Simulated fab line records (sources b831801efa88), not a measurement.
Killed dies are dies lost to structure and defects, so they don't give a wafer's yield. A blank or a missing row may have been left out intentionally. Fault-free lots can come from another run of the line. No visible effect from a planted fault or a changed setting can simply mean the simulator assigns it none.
Chamber matching    flow gf180mcu    GF_V2_CMP_26 on cmp-01: 4 sister chambers
The step polishes, stops on SiO2, t overpolish 15 s, target thk 0 nm. 4 wafers are shown with their chamber, then 7 later ones without.

## EACH WAFER AND ITS CHAMBER
wafer   chamber  motorCurrentA (A)
L513.1  1        10.8
L513.6  2        11.4
L519.3  3        10.4
L519.5  0        10.4

## WAFERS WITHOUT THEIR CHAMBER
wafer   motorCurrentA (A)
L519.6  10.7
L528.2  12.1
L528.4  10.9
L528.5  10.5
L530.1  10.4
L530.3  11.5
L530.4  9.9

## WHICH CHAMBER EACH ONE RAN IN
wafer   from the rows above                in truth
L519.6  can't be placed: 1 or 0 or 3 or 2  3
L528.2  can't be placed: 2 or 1            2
L528.4  can't be placed: 1 or 0 or 2 or 3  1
L528.5  can't be placed: 0 or 3 or 1       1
L530.1  can't be placed: 0 or 3 or 1       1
L530.3  can't be placed: 2 or 1            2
L530.4  can't be placed: 0 or 3 or 1       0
0 of 7 placed correctly. Not placeable from these rows: 7 (in 7, the candidates include the true chamber). Number placed wrongly: 0.
How it was worked out, from the rows above alone: a wafer's distance from a chamber is the root of the sum, over the readings, of the square of ((its reading less the chamber's mean) divided by the reading's scatter). The wafer belongs to the nearest chamber; if the next one is less than 2 further off, it can't be placed. A chamber's mean is the mean of its shown wafers. The scatter: with one shown wafer a chamber, the root of the mean of the squares of how far each hidden wafer lies from its nearest shown one.
